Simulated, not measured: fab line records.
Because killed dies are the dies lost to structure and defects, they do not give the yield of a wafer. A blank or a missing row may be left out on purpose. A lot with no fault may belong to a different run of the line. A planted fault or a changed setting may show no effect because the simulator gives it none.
Chamber matching -- flow gf180mcu -- cmp-01 running GF_STI_CMP_25: 4 sister chambers
The step polishes, stops on Si3N4, t overpolish 33 s, target thk 524.6 nm. 15 wafers are shown with their chamber, then 7 later ones without.

EACH WAFER AND ITS CHAMBER
wafer,chamber,motor current A (A),retaining ring pressure frac,time to endpoint s (s)
L375.1,2,9.9,1.005,130
L375.3,1,14.4,0.998,131
L375.6,1,14.0,1.004,130
L377.1,1,14.0,0.994,127
L377.3,3,12.7,1.006,129
L377.5,3,13.2,1.002,134
L378.1,1,13.6,1.001,132
L378.4,0,10.8,1.000,130
L378.5,1,13.9,0.989,130
L379.1,0,10.5,1.012,128
L379.5,1,13.5,0.997,132
L379.6,2,10.0,1.002,132
L384.5,0,11.4,1.003,120
L388.5,1,13.8,1.002,117
L389.5,3,12.7,1.001,125

SIGNATURES (means of the wafers above)
reading,chamber 0,chamber 1,chamber 2,chamber 3,scatter within a chamber
motor current A,10.900,13.886,9.950,12.867,0.319
retaining ring pressure frac,1.00500,0.99786,1.00350,1.00300,0.00482
time to endpoint s,126.00,128.43,131.00,129.33,4.94
Rule: a wafer's distance from a chamber is the root of the sum, over the readings, of the square of ((its reading less the chamber's mean) divided by the reading's scatter). The wafer belongs to the nearest chamber; if the next one is less than 2 further off, it can't be placed. The scatter: the root of (the sum of the squares of (reading less its chamber's mean) over the shown wafers, divided by (wafers less chambers)).

WAFERS WITHOUT THEIR CHAMBER
wafer,motor current A (A),retaining ring pressure frac,time to endpoint s (s)
L389.6,9.9,1.000,119
L391.1,12.4,0.999,119
L391.2,14.6,1.002,122
L391.5,10.6,1.007,119
L393.1,14.0,1.000,126
L393.2,11.3,0.999,123
L393.5,13.7,0.999,123

WHICH CHAMBER EACH ONE RAN IN
wafer,from the rows above,in truth
L389.6,can't be placed: 2 or 0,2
L391.1,3,3
L391.2,1,1
L391.5,can't be placed: 0 or 2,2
L393.1,1,1
L393.2,0,0
L393.5,can't be placed: 1 or 3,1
Correctly placed: 4 of 7. These rows do not allow placing 3 (true chamber among the candidates in 3). 0 placed wrongly.
